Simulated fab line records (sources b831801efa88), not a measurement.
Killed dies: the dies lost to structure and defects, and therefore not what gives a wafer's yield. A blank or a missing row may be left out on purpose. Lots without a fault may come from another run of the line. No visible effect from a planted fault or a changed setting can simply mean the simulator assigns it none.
fab line records	flow sky130
[record] lots = 13	wafers = 39	lastDay = 50
route steps=708 shown FIELD_ISO@5 PWDE@53 VT_ADJUST_LVTN@107 SONOS_TUNNEL@162 PAD_OPEN@708
lots with no fault: from the same line, run without faults
startH: hours from the record's opening day to when the first of the lot's shown wafers began	waitH: how many hours have passed since the lot's step before this one	" identical to the entry in the row above	L1.1+2: a row that stands for several wafers	- no value, or no start was given	* or withheld: withheld	< > ~ a bound
route shown NAME@n: a module of which the file shows steps, and the number in the route of the first	usual: mean/standard deviation of fault-free wafers	same: alike in all rows	chamber/n: place in a boat	sites: each site's reading	_std_site: how widely they spread, as a standard deviation	_edge_site: the outer-site mean with the inner-site mean subtracted	radiusMm: how far each site lies from the wafer's centre	mask NAME#n: copy n	behind: the most recent tool/chamber to have shaped the wafer	hold: why the lot went on hold/how many hours it stayed there/how the hold came to an end	device: names the non-switching transistor (n, p or np)	end of line: the same wafers' tests at the end of the route	step lacking rows: just its recipe	killed: not the wafer's yield, but the dies lost to structure and defects at the first sort	map: shows each die of a wafer: x if killed, . if not, _ if none is there
set.NAME: the setting the step ran with; set.NAME@STEP: the setting that earlier step ran with	model.NAME: the simulator's own value behind a step, which no gauge read
the route's steps for a sample of lots (tables are steps, rows are wafers)
services: from which hour (startH, from the record's first day; less than 0 if before it) a tool's chamber was out of use, for how many hours, and why
[[steps]]
[step SKY_FIELD_ISO_THK_MEAS_04]
[recipe] reads = Si3N4_of_FIELD_ISO_CVD_03
[usual] FIELD_ISO_CVD_03_THK = 165.3/1.8
lot.wafer	tool	chamber	startH	waitH	FIELD_ISO_CVD_03_THK[nm]
L405.1	filmMetro-04	-	13.78	0.0	163.3
L405.3	"	-	"	"	165.6
L405.4	"	-	"	"	165.2
L406.1	filmMetro-03	-	19.15	0.0	166.6
L406.2	"	-	"	"	166.8
L406.5	"	-	"	"	168.4
L408.1	filmMetro-01	-	29.60	0.0	165.9
L408.3	"	-	"	"	166.4
L408.5	"	-	"	"	164.3
L409.4	filmMetro-03	-	33.98	0.0	164.1
L409.5	"	-	"	"	164.8
L409.6	"	-	"	"	164.3
L411.3	filmMetro-04	-	44.57	0.0	162.2
L411.4	"	-	"	"	162.4
L411.5	"	-	"	"	160.7
L412.1	filmMetro-04	-	50.47	0.0	163.8
L412.2	"	-	"	"	165.5
L412.5	"	-	"	"	162.7
L416.1	filmMetro-03	-	68.48	0.0	164.1
L416.4	"	-	"	"	163.5
L416.5	"	-	"	"	162.6
L417.3	filmMetro-04	-	73.65	0.0	162.1
L417.4	"	-	"	"	162.8
L417.5	"	-	"	"	161.3
L418.1	filmMetro-03	-	79.75	0.0	167.6
L418.2	"	-	"	"	167.2
L418.3	"	-	"	"	167.2
L422.1	filmMetro-03	-	101.09	0.0	168.0
L422.2	"	-	"	"	168.2
L422.4	"	-	"	"	169.7
L426.1	filmMetro-04	-	120.68	0.0	166.4
L426.5	"	-	"	"	166.2
L426.6	"	-	"	"	165.6
L427.1	filmMetro-03	-	127.31	0.0	166.6
L427.2	"	-	"	"	166.1
L427.4	"	-	"	"	164.4
L428.3	filmMetro-04	-	130.17	0.0	165.1
L428.4	"	-	"	"	164.3
L428.5	"	-	"	"	164.9
[step SKY_PWDE_IMPLANT_08]
[recipe] species = B	energyKev = 150	doseCm2 = 3.6e+12	tiltDeg = withheld
[usual] doseIonsCm2 = 3.601e+12/3.8e+09
lot.wafer	tool	chamber	startH	waitH	doseIonsCm2
L405.1	implanter-02	0	68.02	0.0	3.603e+12
L405.3	"	0	"	"	3.597e+12
L405.4	"	0	"	"	3.597e+12
L406.1	implanter-02	0	75.92	0.0	3.6e+12
L406.2	"	0	"	"	3.599e+12
L406.5	"	0	"	"	3.603e+12
L408.1	implanter-03	0	85.39	0.0	3.605e+12
L408.3	"	0	"	"	3.6e+12
L408.5	"	0	"	"	3.605e+12
L409.4	implanter-03	0	91.51	0.1	3.597e+12
L409.5	"	0	"	"	3.602e+12
L409.6	"	0	"	"	3.605e+12
L411.3	implanter-02	0	101.23	0.1	3.599e+12
L411.4	"	0	"	"	3.593e+12
L411.5	"	0	"	"	3.6e+12
L412.1	implanter-03	0	106.93	0.0	3.597e+12
L412.2	"	0	"	"	3.604e+12
L412.5	"	0	"	"	3.6e+12
L416.1	implanter-03	0	130.12	0.0	3.599e+12
L416.4	"	0	"	"	3.604e+12
L416.5	"	0	"	"	3.606e+12
L417.3	implanter-01	0	133.53	0.1	3.591e+12
L417.4	"	0	"	"	3.602e+12
L417.5	"	0	"	"	3.596e+12
L418.1	implanter-02	0	139.18	0.0	3.602e+12
L418.2	"	0	"	"	3.594e+12
L418.3	"	0	"	"	3.599e+12
L422.1	implanter-03	0	173.28	0.0	3.6e+12
L422.2	"	0	"	"	3.603e+12
L422.4	"	0	"	"	3.599e+12
L426.1	implanter-02	0	187.62	0.0	3.555e+12
L426.5	"	0	"	"	3.552e+12
L426.6	"	0	"	"	3.551e+12
L427.1	implanter-02	0	195.31	0.1	3.555e+12
L427.2	"	0	"	"	3.553e+12
L427.4	"	0	"	"	3.548e+12
L428.3	implanter-03	0	200.94	0.1	3.604e+12
L428.4	"	0	"	"	3.602e+12
L428.5	"	0	"	"	3.602e+12
[step SKY_NWELL_RS_MEAS_31]
[recipe] thkMeasGauge = four-point-probe
[usual] PWDE_RS = 5276/17
lot.wafer	tool	chamber	startH	waitH	PWDE_RS[ohm/sq]
L405.1	filmMetro-04	-	102.83	0.1	5270
L405.3	"	-	"	"	5289
L405.4	"	-	"	"	5291
L406.1	filmMetro-04	-	111.72	0.1	5257
L406.2	"	-	"	"	5252
L406.5	"	-	"	"	5253
L408.1	filmMetro-01	-	122.67	0.1	5272
L408.3	"	-	"	"	5279
L408.5	"	-	"	"	5289
L409.4	filmMetro-01	-	129.53	0.1	5277
L409.5	"	-	"	"	5287
L409.6	"	-	"	"	5270
L411.3	filmMetro-02	-	138.26	0.1	5292
L411.4	"	-	"	"	5284
L411.5	"	-	"	"	5263
L412.1	filmMetro-02	-	145.11	0.1	5272
L412.2	"	-	"	"	5263
L412.5	"	-	"	"	5253
L416.1	filmMetro-02	-	170.32	0.1	5291
L416.4	"	-	"	"	5283
L416.5	"	-	"	"	5258
L417.3	filmMetro-04	-	174.67	0.1	5268
L417.4	"	-	"	"	5297
L417.5	"	-	"	"	5285
L418.1	filmMetro-04	-	180.92	0.1	5287
L418.2	"	-	"	"	5267
L418.3	"	-	"	"	5267
L422.1	filmMetro-02	-	217.32	0.1	5256
L422.2	"	-	"	"	5230
L422.4	"	-	"	"	5261
L426.1	filmMetro-01	-	233.26	0.1	5337
L426.5	"	-	"	"	5314
L426.6	"	-	"	"	5345
L427.1	filmMetro-01	-	239.82	0.1	5338
L427.2	"	-	"	"	5340
L427.4	"	-	"	"	5333
L428.3	filmMetro-04	-	246.08	0.1	5257
L428.4	"	-	"	"	5261
L428.5	"	-	"	"	5259
[step SKY_VT_ADJUST_LVTN_TW_MEAS_10]
[usual] VT_ADJUST_LVTN_TW = 241.6/1.1
lot.wafer	tool	chamber	startH	waitH	VT_ADJUST_LVTN_TW
L405.1	filmMetro-03	-	138.77	0.1	239.8
L405.3	"	-	"	"	240.8
L405.4	"	-	"	"	240.2
L406.1	filmMetro-04	-	148.31	0.1	243.6
L406.2	"	-	"	"	242.8
L406.5	"	-	"	"	243.1
L408.1	filmMetro-03	-	161.21	0.1	239.3
L408.3	"	-	"	"	241.9
L408.5	"	-	"	"	240.3
L409.4	filmMetro-02	-	168.60	0.1	240.0
L409.5	"	-	"	"	238.9
L409.6	"	-	"	"	241.2
L411.3	filmMetro-04	-	179.78	0.1	242.6
L411.4	"	-	"	"	243.2
L411.5	"	-	"	"	241.9
L412.1	filmMetro-03	-	186.27	0.1	240.5
L412.2	"	-	"	"	241.1
L412.5	"	-	"	"	240.6
L416.1	filmMetro-02	-	211.67	0.1	239.6
L416.4	"	-	"	"	241.7
L416.5	"	-	"	"	241.2
L417.3	filmMetro-03	-	218.33	0.1	242.3
L417.4	"	-	"	"	241.9
L417.5	"	-	"	"	243.6
L418.1	filmMetro-03	-	225.26	0.1	241.4
L418.2	"	-	"	"	240.2
L418.3	"	-	"	"	241.6
L422.1	filmMetro-04	-	262.81	0.1	240.6
L422.2	"	-	"	"	241.3
L422.4	"	-	"	"	242.8
L426.1	filmMetro-02	-	279.91	0.1	241.6
L426.5	"	-	"	"	243.1
L426.6	"	-	"	"	241.1
L427.1	filmMetro-04	-	287.37	0.1	241.2
L427.2	"	-	"	"	241.1
L427.4	"	-	"	"	243.0
L428.3	filmMetro-02	-	292.94	0.1	241.5
L428.4	"	-	"	"	242.4
L428.5	"	-	"	"	240.6
[step SKY_SONOS_TUNNEL_OVL_MEAS_08]
[usual] SONOS_TUNNEL_OVL = -1.3/1.4
lot.wafer	tool	chamber	startH	waitH	SONOS_TUNNEL_OVL[nm]
L405.1	overlay-01	-	244.35	0.1	0.5
L405.3	"	-	"	"	0.3
L405.4	"	-	"	"	-1.5
L406.1	overlay-02	-	255.20	0.1	-0.1
L406.2	"	-	"	"	-0.7
L406.5	"	-	"	"	-0.4
L408.1	overlay-02	-	271.47	0.1	-1.2
L408.3	"	-	"	"	-2.7
L408.5	"	-	"	"	-3.0
L409.4	overlay-02	-	278.57	0.1	-1.1
L409.5	"	-	"	"	-2.0
L409.6	"	-	"	"	-2.8
L411.3	overlay-02	-	290.28	0.1	-0.1
L411.4	"	-	"	"	1.1
L411.5	"	-	"	"	0.4
L412.1	overlay-02	-	299.89	0.1	-2.5
L412.2	"	-	"	"	-2.1
L412.5	"	-	"	"	-1.5
L416.1	overlay-01	-	326.09	0.1	-0.7
L416.4	"	-	"	"	-0.6
L416.5	"	-	"	"	-0.7
L417.3	overlay-02	-	337.13	0.1	1.1
L417.4	"	-	"	"	-0.9
L417.5	"	-	"	"	-1.3
L418.1	overlay-02	-	346.57	0.1	-2.7
L418.2	"	-	"	"	-2.5
L418.3	"	-	"	"	-1.5
L422.1	overlay-02	-	394.17	0.1	-1.5
L422.2	"	-	"	"	-2.0
L422.4	"	-	"	"	-2.5
L426.1	overlay-01	-	414.39	0.1	-1.4
L426.5	"	-	"	"	-1.9
L426.6	"	-	"	"	-1.1
L427.1	overlay-01	-	423.77	0.1	-1.3
L427.2	"	-	"	"	-2.8
L427.4	"	-	"	"	-3.8
L428.3	overlay-01	-	430.90	0.1	-0.2
L428.4	"	-	"	"	-1.1
L428.5	"	-	"	"	-1.3
[step SKY_PAD_OPEN_PROBE_99]
[usual] killed_at_M0_to_M3 = 45/7	killed_at_M4_up = 3.4/1.8	killedAtContacts = 24/5.4	killedAtFrontEnd = 16/4.8	killedAtOther = 0.4/0.62	killedDies = 89/10	killedOpen = 48/7.2	killedShort = 40/6.3
[same] grossDies = 492	killedAtBackSide = 0
lot.wafer	tool	chamber	startH	waitH	killed_at_M0_to_M3	killed_at_M4_up	killedAtContacts	killedAtFrontEnd	killedAtOther	killedDies	killedOpen	killedShort
L422.1	prober-01	-	1176.77	0.1	52	5	32	13	0	102	58	44
L422.2	prober-01	-	1176.82	0.1	49	4	23	29	0	105	56	49
L422.4	prober-01	-	1176.92	0.2	44	5	17	15	2	83	51	30
L426.1	prober-01	-	1188.09	0.1	57	1	36	11	0	105	59	45
L426.5	prober-01	-	1188.29	0.2	50	3	16	16	0	85	45	40
L426.6	prober-01	-	1188.34	0.2	32	3	22	21	0	78	36	42
// killed by level:class
L422.1 VIA1:geometricParticle:open=15 LOCAL_INTERCONNECT:geometricParticle:short=9 VIA3:geometricParticle:open=8 CONTACT:geometricParticle:open=7 METAL1:geometricParticle:short=7 LI_CONTACT:geometricParticle:open=6 VIA2:geometricParticle:open=6 POLY_GATE:geometricParticle:open=5
L422.2 VIA1:geometricParticle:open=13 LOCAL_INTERCONNECT:geometricParticle:short=9 FIELD_ISO:geometricParticle:open=7 POLY_GATE:geometricParticle:open=7 VIA1:geometricParticle:short=7 METAL2:geometricParticle:short=7 FIELD_ISO:geometricParticle:short=6 VIA2:geometricParticle:short=6
L422.4 VIA1:geometricParticle:open=13 VIA2:geometricParticle:open=9 CONTACT:geometricParticle:open=8 VIA3:geometricParticle:open=5 METAL1:geometricParticle:short=5 POLY_GATE:geometricParticle:open=4 POLY_GATE:geometricParticle:short=4 LI_CONTACT:geometricParticle:open=3
L426.1 CONTACT:geometricParticle:open=13 VIA1:geometricParticle:open=12 METAL1:geometricParticle:short=10 VIA3:geometricParticle:open=10 LI_CONTACT:geometricParticle:open=7 METAL2:geometricParticle:short=7 VIA2:geometricParticle:open=7 CONTACT:geometricParticle:short=6
L426.5 VIA1:geometricParticle:open=13 VIA1:geometricParticle:short=7 LI_CONTACT:geometricParticle:open=7 METAL1:geometricParticle:short=7 FIELD_ISO:geometricParticle:open=6 VIA2:geometricParticle:open=6 FIELD_ISO:geometricParticle:short=5 VIA3:geometricParticle:open=5
L426.6 CONTACT:geometricParticle:open=11 VIA1:geometricParticle:open=7 VIA2:geometricParticle:open=6 METAL2:geometricParticle:short=6 FIELD_ISO:geometricParticle:short=5 SPACER:geometricParticle:short=5 CONTACT:geometricParticle:short=5 METAL1:geometricParticle:short=5
[[services]]
tool	chamber	startH	hours	kind
implanter-01	-	98.79	1.8	repair
implanter-01	-	112.23	2.4	repair
implanter-02	-	132.97	3.4	repair
implanter-03	-	150.42	1.3	repair
implanter-01	-	185.80	21.1	pm
implanter-03	-	186.27	0.7	repair
implanter-02	-	198.89	4.9	pm
[[key]]
[firstSign] step = SKY_PWDE_IMPLANT_08	reading = doseIonsCm2	direction = down	sigmas = 13	usual = *	struck = *
[effect] step = SKY_NWELL_RS_MEAS_31	reading = PWDE_RS	direction = up	sigmas = 3.5	usual = 5276	struck = 5334
metAt SKY_PWDE_IMPLANT_08
struckLots L426,L427
testerLeftOut L426,L427
notActingAt SKY_FIELD_ISO_THK_MEAS_04,SKY_VT_ADJUST_LVTN_TW_MEAS_10,SKY_SONOS_TUNNEL_OVL_MEAS_08
onsetBetween 139.18 187.62
[fault] kind = processParameterDrift	tool = implanter-02	chamber = -	onsetH = 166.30	steps = SKY_PWDE_IMPLANT_08	channel = doseCm2	offset = *	shape = step	endH = 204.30	actsIn = *	stated = *
// testerLeftOut: of these lots the tester's yield and bins aren't shown, on N5 and GAA mostly nor the transistor test; their killed dies are dies lost to structure and defects alone, not to doping, threshold or leakage, so they don't give the yield
